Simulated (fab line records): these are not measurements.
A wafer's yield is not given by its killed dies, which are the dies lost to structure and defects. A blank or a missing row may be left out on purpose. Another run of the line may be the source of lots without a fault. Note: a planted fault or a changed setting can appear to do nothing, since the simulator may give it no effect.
2 desks looking at one fault	flow sky130	only its own numbers are on each desk; what lay behind them is given at the end

== FOR THE TOOL OWNER'S DESK: implanter-03 ==
The tool's own readings at SKY_LDD_LDN_IMPLANT_11: means of the sampled wafers that have a number, for each lot that ran on this tool. Marked OUT: a lot whose mean sits more than 4 standard deviations from the usual mean, which makes it out of limits; the brackets give that distance.
Columns: A = beam_energy_keV at SKY_LDD_LDN_IMPLANT_11, usual 14.998; B = dose_ions_cm2 at SKY_LDD_LDN_IMPLANT_11, usual 1.2503e+13; C = faraday_current_uA at SKY_LDD_LDN_IMPLANT_11, usual 70.3; D = rotation_deg at SKY_LDD_LDN_IMPLANT_11, usual 293.00 degrees
lot	first seen here	A	B	C	D
L552	day 23 13:34	14.998	1.2501e+13	69.9	292.97
L563	day 28 00:28	16.492 (+99 or more) OUT	1.2500e+13	70.1	293.01
L565	day 28 18:54	16.494 (+99 or more) OUT	1.2504e+13	70.4	292.94
This desk's verdict: out of limits on L563, L565, starting with L563 at day 28 00:28 (beam_energy_keV at SKY_LDD_LDN_IMPLANT_11). In limits: L552.

== AT THE METROLOGY DESK ==
Lot by lot, what the gauges showed, no matter which tool ran the lot: averages of those sampled wafers that carry a number. Marked OUT: a lot whose mean sits more than 4 standard deviations from the usual mean, which makes it out of limits; the brackets give that distance.
Columns: A = LDD_HVP_TW at SKY_LDD_HVP_TW_MEAS_10, usual 461; B = LDD_LDN_OVL at SKY_LDD_LDN_OVL_MEAS_07, usual 0.5 nm
lot	first seen here	A	B
L552	day 22 06:33	458	1.8
L556	day 24 09:14	460	0.3
L563	day 26 19:57	460	1.0
L565	day 27 15:48	469	-0.9
L570	day 29 01:20	459	-0.5
L572	day 29 15:53	466	-2.4
Result from this desk: across the 6 lots, nothing is out of limits.

== ALL TOGETHER ==
At day 28 00:28, on L563, L565, the tool owner's desk was in a position to raise an alarm.
Nothing out of limits was seen by the metrology desk.
The metrology desk has L563, L565 on record, within its limits.
SKY_LDD_LDN_IMPLANT_11 was run on implanter-03 by each of the lots named.

== WHAT THE SIMULATOR PUT IN ==
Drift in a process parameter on implanter-03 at SKY_LDD_LDN_IMPLANT_11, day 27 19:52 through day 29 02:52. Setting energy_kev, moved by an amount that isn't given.
Struck lots among those shown: L563, L565.
How many hours passed from the start of the fault until each desk's first out-of-limits reading: the tool owner's desk, 5.
